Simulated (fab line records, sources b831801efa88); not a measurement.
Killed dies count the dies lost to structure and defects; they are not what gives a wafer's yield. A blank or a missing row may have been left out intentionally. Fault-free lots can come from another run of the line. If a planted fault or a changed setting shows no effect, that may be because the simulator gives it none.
Comparing a struck lot with a sound one | flow sky130 | 24 steps out of a route of 708
Sound: these wafers, L793.2, L793.5, L793.6. Struck: wafer L805.4 (left out: L805.2, L805.6 of the same lot, which were not struck); the cause appears at the end.
At each step with rows: each side's tool, then ch and its chambers, then its first start. Under that, the readings that differ: sound wafers | struck wafers | difference of the means | sigmas: that difference in standard deviations of wafers without a fault.
alike: readings whose means differ by less than 2 such deviations, and words and numbers that are the same on both sides. not compared: withheld readings, readings that some wafer has no value for, bounds like >300 that may hide the same value, and numbers for which the record gives no deviation and whose values overlap.
Wherever a step has rows on one side only, a row that says differs or no value, or a row with sigmas, the two part there. When numbers do not overlap yet have no deviation, they are printed without sigmas and do not part them. Lack of a reading on every wafer of one side parts them only where that side has two or more wafers.

SKY_VIA1_BOW_MEAS_03:
  sound on filmMetro-02 at day 35 11:50; struck on filmMetro-03 at day 39 04:41
  alike: VIA1_BOW
then, 8 steps without rows for these wafers: SKY_VIA1_DEHYDRATE_04 (time 60 s); SKY_VIA1_HMDS_05 (prime time 60 s); SKY_VIA1_COAT_06 (resist thk 60 nm); SKY_VIA1_COAT_07 (resist thk 450 nm); SKY_VIA1_SOFTBAKE_08 (time 90 s); SKY_VIA1_EXPOSE_09 (exposes mask VIM, target cd 150 nm); SKY_VIA1_PEB_10; SKY_VIA1_DEVELOP_11 (develop time 60 s).
SKY_VIA1_CD_MEAS_12 targets a cd of 150 nm.
  sound on cdSem-02 at day 36 14:37; struck on cdSem-01 at day 40 05:52
  alike: cdNm
SKY_VIA1_OVL_MEAS_13:
  sound on overlay-01 at day 36 14:43; struck on overlay-01 at day 40 05:58
  alike: VIA1_OVL
SKY_VIA1_ETCH_14: etches BARC in N2/H2, stops on SiO2, time 45.9 s, target depth 60 nm.
  sound on rieDiel-04 ch 0,3, day 36 14:45; struck on rieDiel-02 ch 2, day 40 06:00
  alike: drypumpMotorCurrentA, n2FlowSccm, oesProductAu, throttleValvePct
  not compared: rfHoursCounterH
SKY_VIA1_ETCH_15: etches SiO2 in C4F8/O2/Ar, stops on TiN, target depth 351 nm, time 54 s.
  sound on rieDiel-04 ch 0,3, day 36 14:47; struck on rieDiel-02 ch 2, day 40 06:02
reading                                    | sound             | struck | difference | sigmas
oesProductAu (a.u.)                        | 0.975 0.965 0.982 | 0.724  | -0.250     | -45
model.etch.depthNm (nm)                    | 345.7 344 345.3   | 201    | -144       | 
model.VIA1.featureDepthNm (nm)             | 345.7 344 345.3   | 201    | -144       | 
model.KrF-thick_of_VIA1_COAT_07.thkNm (nm) | 325.3 326.1 324.1 | 353.9  | +28.7      | 
  not compared: rfHoursCounterH
SKY_VIA1_STRIP_16: strips in O2/N2.
  sound on plasmaAsher-03 ch 0,1, day 36 14:50; struck on plasmaAsher-03 ch 0, day 40 06:05
reading                  | sound             | struck | difference | sigmas
stripTimeToEndpointS (s) | 4.481 4.500 4.457 | 4.782  | +0.303     | +15
  alike: drypumpMotorCurrentA, n2FlowSccm, oesProductAu
  not compared: rfHoursCounterH
then, 3 steps without rows for these wafers: SKY_VIA1_STRIP_17 (strips in post etch residue remover, time 1200 s); SKY_VIA1_CLEAN_18 (cleans in IPA, time 180 s); SKY_VIA1_CLEAN_19 (cleans in O3/DIW).
SKY_VIA1_SPUTTER_20: material TiN, target thk 20 nm, time 80 s.
  sound on pvdSputter-01 at day 36 15:26; struck on pvdSputter-01 at day 40 06:41
  alike: throttleValvePct
SKY_VIA1_CVD_21: deposits W, target thk 270 nm, time 80.902 s.
  sound on cvdW-02 ch 0,1, day 36 15:29; struck on cvdW-01 ch 1, day 40 06:44
  alike: heaterPowerW
SKY_VIA1_CMP_24: polishes, stops on SiO2, t overpolish 15 s, target thk 0 nm.
  sound on cmp-01 ch 0,2,3, day 36 15:52; struck on cmp-02 ch 0, day 40 07:01
  alike: motorCurrentA
SKY_METAL2_SPUTTER_00: material Ti, target thk 15 nm, time 10 s.
  sound wafers here have rows in the record (pvdSputter-04, day 36 16:04); struck ones have none
SKY_METAL2_SPUTTER_01: material TiN, target thk 20 nm, time 16.7 s.
  sound wafers here have rows in the record (pvdSputter-04, day 36 16:05); struck ones have none
SKY_METAL2_SPUTTER_02: material AlCu, target thk 250 nm, time 13.3 s.
  sound wafers here have rows in the record (pvdSputter-04, day 36 16:07); struck ones have none
-- the record jumps here: 11 days lie between the struck wafers' starts before and after (it left off in module METAL2 and takes up again in module PAD_OPEN, whose first step shown is number 708 of the route) --
SKY_PAD_OPEN_PROBE_99:
  sound on prober-02 at day 48 03:37; struck on prober-02 at day 50 20:07
reading                                  | sound | struck | difference | sigmas
model.etest.met1Comb.underFloor          | 0 0 0 | 1      | +1         | 
model.etest.diodeNdiffFingers.underFloor | 0 0 0 | 1      | +1         | 
model.etest.capOno.open                  | 0 0 0 | 1      | +1         | 
model.etest.capThinOxide.open            | 0 0 0 | 1      | +1         | 
model.etest.diodePdiffNwellHv.underFloor | 0 0 0 | 1      | +1         | 
model.etest.nfet_01v8_lvt.open           | 0 0 0 | 1      | +1         | 
model.etest.liconToGate.open             | 0 0 0 | 1      | +1         | 
model.etest.nfet_16v.underFloor          | 0 0 0 | 1      | +1         | 

WHERE THEY PART
First at SKY_VIA1_ETCH_15; last, within this record, at SKY_METAL2_SPUTTER_02.

WHY: whatever the simulator had introduced
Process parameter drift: rieDiel-02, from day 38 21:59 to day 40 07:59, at SKY_VIA1_ETCH_15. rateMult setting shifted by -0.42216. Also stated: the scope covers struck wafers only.
